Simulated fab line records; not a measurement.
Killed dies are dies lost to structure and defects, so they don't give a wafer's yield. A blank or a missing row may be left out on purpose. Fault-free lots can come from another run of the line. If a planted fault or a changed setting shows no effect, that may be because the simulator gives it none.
fab line records -- flow sky130
[record] lots = 14, wafers = 42, lastDay = 50
route steps=708 shown GATE_OXIDE@188
lots that met no fault: from a run of the same line without faults
startH: hours from the record's opening day to when the first of the lot's shown wafers began -- waitH: how many hours have passed since the lot's step before this one -- " repeats the value in the row above -- L1.1+2: a single row standing in for several wafers -- - either no value or no given start -- * or withheld: withheld -- < > ~ a bound
route shown NAME@n: NAME is a module with steps in the file, n the number in the route of the first one -- usual: the fault-free wafers' mean and standard deviation -- same: alike in all rows -- chamber/n: place in a boat -- sites: each site's reading -- _std_site: their standard deviation -- _edge_site: inner sites' mean taken away from outer sites' mean -- radiusMm: for every site, how far away it sits from the centre of the wafer -- mask NAME#n: copy n -- behind: the tool/chamber that last shaped the wafer -- hold: why the lot went on hold/how many hours it stayed there/how the hold came to an end -- device: the n, p or np transistor that did not switch -- end of line: tests run on the same wafers once the route is complete -- step lacking rows: just its recipe -- killed: dies lost to structure and defects at the first sort, not the wafer's yield -- map: the dies of a wafer, with x for killed, . for not killed, _ for no die there
set.NAME: setting as actually run; set.NAME@STEP: the setting as run at that earlier step -- model.NAME: the simulator's own value behind a step, which no gauge read
one table for each step of the route and one row for each wafer, over a sample of lots
services: when a tool's chamber went out of use (startH, in hours from the record's first day, below 0 if earlier), for how many hours, and the reason
[[steps]]
[step SKY_GATE_OXIDE_OXIDATION_01]
[recipe] tempC = 900, ambient = O2, stabiliseS = 600, purgeS = 300, targetThkA = 102.68, oxTimeS = 1473
[usual] spikeTcBottomC = 920.2/2.3, spikeTcCentreC = 899.0/1.1, spikeTcLowerC = 900.2/1.4, spikeTcUpperC = 901.5/1, tubeCenterTempC = 900/0.08, tube_center_temp_C_max = 902.3/0.36
lot.wafer,tool,chamber,startH,waitH,spikeTcBottomC,spikeTcCentreC,spikeTcLowerC,spikeTcUpperC,tubeCenterTempC,tube_center_temp_C_max
L913.1,furnace-02,0,276.39,1.3,922.3,898.4,902.2,902.2,900.07,901.7
L913.4,furnace-02,0,276.39,1.3,920.7,897.9,903.1,900.1,899.99,902.7
L913.6,furnace-02,0,276.39,1.3,922.4,898.0,901.2,901.5,899.92,901.8
L914.1,furnace-02,0,284.43,1.1,922.4,898.6,900.9,902.1,899.94,902.2
L914.3,furnace-02,0,284.43,1.1,922.0,897.6,901.8,901.6,899.94,902.5
L914.4,furnace-02,0,284.43,1.1,923.2,898.6,900.1,901.6,899.95,902.6
L915.2,furnace-01,0,296.63,0.1,920.6,900.4,898.9,900.7,899.98,902.0
L915.5,furnace-01,0,296.63,0.1,916.2,899.7,899.9,901.8,900.01,902.0
L915.6,furnace-01,0,296.63,0.1,918.0,900.3,898.7,903.0,899.99,901.9
L917.1,furnace-02,0,305.77,1.5,923.4,900.9,899.3,902.0,899.94,902.4
L917.3,furnace-02,0,305.77,1.5,922.8,899.9,901.3,902.1,899.95,902.1
L917.5,furnace-02,0,305.77,1.5,921.8,899.7,902.5,900.7,899.88,902.0
L918.2,furnace-02,0,315.99,0.7,922.2,900.2,900.8,900.5,899.91,902.5
L918.3,furnace-02,0,315.99,0.7,922.2,898.4,900.4,901.8,900.06,902.4
L918.4,furnace-02,0,315.99,0.7,923.0,897.2,901.5,900.4,900.1,902.8
L919.1,furnace-02,0,333.77,8.7,922.7,900.5,902.2,902.4,899.95,902.5
L919.2,furnace-02,0,333.77,8.7,922.0,899.0,900.5,900.4,900,901.9
L919.5,furnace-02,0,333.77,8.7,920.6,898.9,901.7,902.4,900.01,901.9
L920.2,furnace-02,0,333.77,5.0,921.6,898.8,902.4,900.9,900.1,902.4
L920.4,furnace-02,0,333.77,5.0,920.1,897.5,901.4,901.4,900.01,902.4
L920.5,furnace-02,0,333.77,5.0,922.4,898.7,901.0,902.1,900,902.2
L921.2,furnace-02,0,346.16,7.0,921.5,896.1,900.5,901.4,900,902.0
L921.4,furnace-02,0,346.16,7.0,920.9,897.1,899.5,902.5,900.1,902.8
L921.6,furnace-02,0,346.16,7.0,921.6,897.9,899.1,900.8,900.01,902.3
L922.3,furnace-01,0,354.41,3.2,918.6,899.2,899.1,900.5,900.03,902.8
L922.5,furnace-01,0,354.41,3.2,918.6,898.2,900.4,902.0,899.96,901.9
L922.6,furnace-01,0,354.41,3.2,916.3,899.1,898.4,902.2,899.98,902.3
L926.1,furnace-02,0,382.99,1.1,922.2,898.6,901.5,901.2,899.93,902.6
L926.2,furnace-02,0,382.99,1.1,920.2,899.4,900.9,902.1,900.06,902.7
L926.4,furnace-02,0,382.99,1.1,922.2,898.2,900.2,901.1,900.1,901.9
L928.2,furnace-02,0,396.95,0.0,921.6,897.5,900.7,902.3,900.03,901.8
L928.3,furnace-02,0,396.95,0.0,924.1,899.0,903.2,902.7,899.9,902.1
L928.6,furnace-02,0,396.95,0.0,921.6,898.8,900.6,902.6,900.08,901.9
L932.1,furnace-02,0,438.22,0.0,930.9,905.6,909.1,909.5,908.24,910.8
L932.2,furnace-02,0,438.22,0.0,928.3,907.4,909.1,910.5,908.33,910.6
L932.5,furnace-02,0,438.22,0.0,930.2,908.1,909.6,909.8,908.3,909.9
L934.1,furnace-02,0,458.53,1.0,930.4,908.6,909.0,910.6,908.21,911.2
L934.3,furnace-02,0,458.53,1.0,930.8,907.8,908.4,907.6,908.27,910.0
L934.6,furnace-02,0,458.53,1.0,929.9,905.4,908.2,911.8,908.2,910.6
L936.1,furnace-01,0,490.91,0.0,915.9,901.1,899.2,899.3,900.23,902.4
L936.2,furnace-01,0,490.91,0.0,919.3,901.8,898.9,901.3,900.06,902.5
L936.4,furnace-01,0,490.91,0.0,917.2,901.0,898.4,898.9,899.91,901.7
[step SKY_GATE_OXIDE_THK_MEAS_02]
[recipe] reads = SiO2_of_GATE_OXIDE_OXIDATION_01
[usual] GATE_OXIDE_OXIDATION_00_THK = 10.28/0.15
lot.wafer,tool,chamber,startH,waitH,GATE_OXIDE_OXIDATION_00_THK[nm]
L913.1,filmMetro-01,-,277.79,0.0,10.49
L913.4,filmMetro-01,-,277.79,0.0,10.17
L913.6,filmMetro-01,-,277.79,0.0,10.40
L914.1,filmMetro-01,-,285.84,0.0,10.34
L914.3,filmMetro-01,-,285.84,0.0,10.38
L914.4,filmMetro-01,-,285.84,0.0,10.34
L915.2,filmMetro-01,-,298.05,0.0,10.24
L915.5,filmMetro-01,-,298.05,0.0,10.07
L915.6,filmMetro-01,-,298.05,0.0,10.12
L917.1,filmMetro-01,-,307.18,0.0,10.54
L917.3,filmMetro-01,-,307.18,0.0,10.61
L917.5,filmMetro-01,-,307.18,0.0,10.52
L918.2,filmMetro-02,-,317.41,0.0,10.11
L918.3,filmMetro-02,-,317.41,0.0,10.35
L918.4,filmMetro-02,-,317.41,0.0,10.30
L919.1,filmMetro-01,-,335.18,0.0,10.23
L919.2,filmMetro-01,-,335.18,0.0,10.36
L919.5,filmMetro-01,-,335.18,0.0,10.39
L920.2,filmMetro-03,-,335.19,0.0,10.48
L920.4,filmMetro-03,-,335.19,0.0,10.48
L920.5,filmMetro-03,-,335.19,0.0,10.42
L921.2,filmMetro-02,-,347.58,0.0,9.86
L921.4,filmMetro-02,-,347.58,0.0,10.19
L921.6,filmMetro-02,-,347.58,0.0,10.12
L922.3,filmMetro-03,-,355.84,0.0,10.14
L922.5,filmMetro-03,-,355.84,0.0,10.17
L922.6,filmMetro-03,-,355.84,0.0,10.23
L926.1,filmMetro-03,-,384.40,0.0,10.43
L926.2,filmMetro-03,-,384.40,0.0,10.12
L926.4,filmMetro-03,-,384.40,0.0,10.37
L928.2,filmMetro-03,-,398.36,0.0,10.21
L928.3,filmMetro-03,-,398.36,0.0,10.19
L928.6,filmMetro-03,-,398.36,0.0,10.15
L932.1,filmMetro-03,-,439.62,0.0,11.37
L932.2,filmMetro-03,-,439.62,0.0,11.31
L932.5,filmMetro-03,-,439.62,0.0,11.53
L934.1,filmMetro-01,-,459.94,0.0,11.23
L934.3,filmMetro-01,-,459.94,0.0,11.34
L934.6,filmMetro-01,-,459.94,0.0,11.40
L936.1,filmMetro-01,-,492.32,0.0,10.25
L936.2,filmMetro-01,-,492.32,0.0,10.03
L936.4,filmMetro-01,-,492.32,0.0,10.00
[[services]]
tool,chamber,startH,hours,kind
furnace-01,-,303.59,2.9,pm
furnace-01,-,316.26,31.1,repair
furnace-02,-,353.25,2.6,pm
furnace-01,-,368.63,2.6,pm
furnace-01,-,458.02,1.4,pm
furnace-01,-,471.87,3.0,pm
[[key]]
[firstSign] step = SKY_GATE_OXIDE_OXIDATION_01, reading = tubeCenterTempC, direction = up, sigmas = 92, usual = *, struck = *
[effect] step = SKY_GATE_OXIDE_OXIDATION_01, reading = tube_center_temp_C_max, direction = up, sigmas = 23, usual = *, struck = *
[effect] step = SKY_GATE_OXIDE_THK_MEAS_02, reading = GATE_OXIDE_OXIDATION_00_THK, direction = up, sigmas = 7, usual = 10.28, struck = 11.36
metAt SKY_GATE_OXIDE_OXIDATION_01
struckLots L932,L934
sortLeftOut L934.1,L934.3,L934.6
testerLeftOut L932,L934
onsetBetween 396.95 438.22
[fault] kind = processParameterDrift, tool = furnace-02, chamber = -, onsetH = 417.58, steps = SKY_GATE_OXIDE_OXIDATION_01, channel = tempC, offset = *, shape = step, endH = 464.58, actsIn = *, stated = *
// testerLeftOut: of these lots the tester's yield and bins aren't shown, on N5 and GAA mostly nor the transistor test; their killed dies are dies lost to structure and defects alone, not to doping, threshold or leakage, so they don't give the yield
// sortLeftOut: the simulated sort isn't trusted on such a fault, so these wafers' sort isn't shown, and their yield isn't known
